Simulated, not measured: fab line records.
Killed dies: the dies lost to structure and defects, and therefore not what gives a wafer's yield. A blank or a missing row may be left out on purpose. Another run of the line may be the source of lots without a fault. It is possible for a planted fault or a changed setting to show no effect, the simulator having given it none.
Which tool is to blame?    flow sky130    route of 708 steps, sampled at 1 step: 13 lots, 39 wafers

== WHAT EACH GAUGE READ, for each wafer ==
SKY_NWELL_THK_MEAS_02.
lot   measured     on             NWELL_OXIDATION_THK (nm)
L110  day 2 09:06  film-metro-01  10.20 10.17 10.14
L111  day 2 16:54  film-metro-03  10.25 10.39 10.26
L113  day 3 04:27  film-metro-01  10.33 10.37 10.26
L114  day 3 10:52  film-metro-03  10.16 10.20 10.15
L115  day 3 13:32  film-metro-01  10.23 9.94 10.18
L116  day 3 17:56  film-metro-01  10.27 10.42 10.19
L119  day 4 10:52  film-metro-01  10.04 9.88 9.76
L122  day 5 04:05  film-metro-03  10.00 10.08 10.07
L123  day 5 07:37  film-metro-04  9.93 9.96 9.93
L124  day 5 15:20  film-metro-01  9.76 9.88 9.85
L127  day 6 03:52  film-metro-03  9.97 9.81 9.88
L128  day 6 10:41  film-metro-01  9.73 9.75 9.90
L133  day 7 14:26  film-metro-01  10.09 10.15 9.93

== EACH LOT AND THE TOOL THAT RAN IT (in order: tool; ch and the chambers of the sampled wafers; start) ==
The record shows no process step preceding these readings.

== WHAT THE TOOLS THEMSELVES READ (means of the sampled wafers that have a number; where no wafer has one, the mark that the record gives instead) ==
The record holds no such reading with a usual standard deviation.

== THE ANSWER, worked out from the rows above alone ==
Rule: usual is defined by the lots themselves. The widest of any qualifying gaps counts: lots, ordered by their means at a reading, are off when they make up no more than a third of the lots, leave a main group of 4 or more, and stand apart from it by 3 or more times the standard deviation of that group's means. A main group is skipped when, at the precision printed for the reading in the tables above, its means are all equal. A lot without any number at a reading at which 4 lots or more have one is off too. Any other lot the step has rows for is counted as sound. The gauges are gone through in route order, then the tools' own readings, and for those a lot's mean is taken as printed above. The first step at which some lot is off is used, and at that step the reading that is off furthest; a lot without a number counts as furthest.
Across all readings shown, no lot is off: no conclusion can be drawn from this.

== WHAT WAS PUT IN BY THE SIMULATOR ==
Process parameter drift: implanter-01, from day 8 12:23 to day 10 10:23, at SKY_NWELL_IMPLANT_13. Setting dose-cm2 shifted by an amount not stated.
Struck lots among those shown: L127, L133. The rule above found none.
